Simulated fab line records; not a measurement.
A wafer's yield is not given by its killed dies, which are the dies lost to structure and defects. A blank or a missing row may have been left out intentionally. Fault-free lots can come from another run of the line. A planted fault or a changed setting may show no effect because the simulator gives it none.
Matching of chambers    flow sky130    rie diel-01 running SKY_POLY_CUT_ETCH_10: 4 sister chambers
The step etches BARC in N2/H2, stops on SiO2, time 45.9 s, target depth 60 nm. 4 wafers are shown with their chamber, then 7 later ones without.

== WAFERS WITH THEIR CHAMBER ==
wafer   chamber  oes product au (a.u.)
L568.2  2        0.858
L568.4  3        0.857
L569.2  1        0.860
L569.5  0        0.855

== WAFERS WITH NO CHAMBER GIVEN ==
wafer   oes product au (a.u.)
L569.6  0.854
L579.1  0.850
L579.3  0.862
L579.5  0.857
L580.1  0.853
L580.2  0.849
L580.6  0.858

== EACH ONE'S CHAMBER ==
wafer   from the rows above                in truth
L569.6  can't be placed: 0 or 3 or 2 or 1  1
L579.1  can't be placed: 0 or 3 or 2 or 1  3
L579.3  can't be placed: 1 or 2 or 3 or 0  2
L579.5  can't be placed: 3 or 2 or 0 or 1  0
L580.1  can't be placed: 0 or 3 or 2 or 1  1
L580.2  can't be placed: 0 or 3 or 2 or 1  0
L580.6  can't be placed: 2 or 3 or 1 or 0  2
Placed correctly: 0 of 7. These rows do not allow placing 7 (true chamber among the candidates in 7). 0 placed wrongly.
How it was worked out, from the rows above alone: a wafer's distance from a chamber is the root of the sum, over the readings, of the square of ((its reading less the chamber's mean) divided by the reading's scatter). The wafer belongs to the nearest chamber; if the next one is less than 2 further off, it can't be placed. For every chamber, the mean is computed from those of its wafers that are shown. The scatter: with one shown wafer a chamber, the root of the mean of the squares of how far each hidden wafer lies from its nearest shown one.
